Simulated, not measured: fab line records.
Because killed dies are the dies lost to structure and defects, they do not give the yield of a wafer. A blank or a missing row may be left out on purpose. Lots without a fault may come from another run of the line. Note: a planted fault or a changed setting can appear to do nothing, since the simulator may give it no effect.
2 desks looking at one fault ; flow gf180mcu ; every desk sees just its own numbers, and what lay behind them comes last

FROM THE METROLOGY DESK
What the gauges read, lot by lot, whatever tool the lot ran on: means of the sampled wafers that have a number. If a lot's mean is further than 4 standard deviations from the usual mean, the lot is out of limits and carries the mark OUT (the distance appears in the brackets).
Columns: A = V4_OVL at GF_V4_OVL_MEAS_15, usual -3 nm
lot;first seen here;A
L821;day 24 13:24;-1
L822;day 24 22:49;1
L825;day 25 17:53;-6
L826;day 26 00:31;-0
L828;day 26 19:22;-7
L834;day 28 14:30;3
L835;day 28 21:19;-10
L837;day 29 14:15;1
L838;day 29 19:43;7
L841;day 30 14:16;-4
L842;day 30 21:01;-8
L843;day 30 22:49;-6
This desk's finding: nothing out of limits on any of the 12 lots.

FOR THE TOOL OWNER'S DESK: cmp-01
The tool's own readings at GF_V5_CMP_26 (polishes, stops on SiO2, t overpolish 15 s, target thk 0 nm): means of the sampled wafers that have a number, for each lot that ran on this tool. If a lot's mean is further than 4 standard deviations from the usual mean, the lot is out of limits and carries the mark OUT (the distance appears in the brackets).
Columns: A = motorCurrentA at GF_V5_CMP_26, usual 10.6 A; B = overpolishRunS at GF_V5_CMP_26, usual 14.999 s; C = platenRpm at GF_V5_CMP_26, usual 60.00 rpm; D = timeToEndpointS at GF_V5_CMP_26, usual 84.5 s
lot;first seen here;A;B;C;D
L821;day 27 10:22;11.1;14.999;59.98;85.2
L822;day 27 18:29;10.7;14.995;60.01;83.7
L825;day 28 12:16;10.9;15.004;59.97;84.1
L826;day 28 18:23;10.6;14.999;60.06;83.4
L828;day 29 11:16;9.8;14.999;60.03;85.8
L834;day 31 03:02;10.7;15.329 (+35) OUT;60.02;83.8
L835;day 31 09:46;11.4;15.664 (+70) OUT;60.03;80.5
This desk's finding: out of limits on L834, L835; first on L834, day 31 03:02 (overpolishRunS at GF_V5_CMP_26). L821, L822, L825, L826, L828: within limits.

ALL TOGETHER
The tool owner's desk could have raised an alarm at day 31 03:02, on L834, L835.
The metrology desk saw nothing out of limits.
The metrology desk has L834, L835 on record, within its limits.
On cmp-01, each named lot ran GF_V5_CMP_26.

WHAT WAS PUT IN BY THE SIMULATOR
cmp-01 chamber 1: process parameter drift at GF_V5_CMP_26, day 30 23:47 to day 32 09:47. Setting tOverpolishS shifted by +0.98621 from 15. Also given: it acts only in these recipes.
Struck lots among those shown: L834, L835.
Delay in hours, fault start to first out-of-limits reading, by desk: the tool owner's desk at 3.
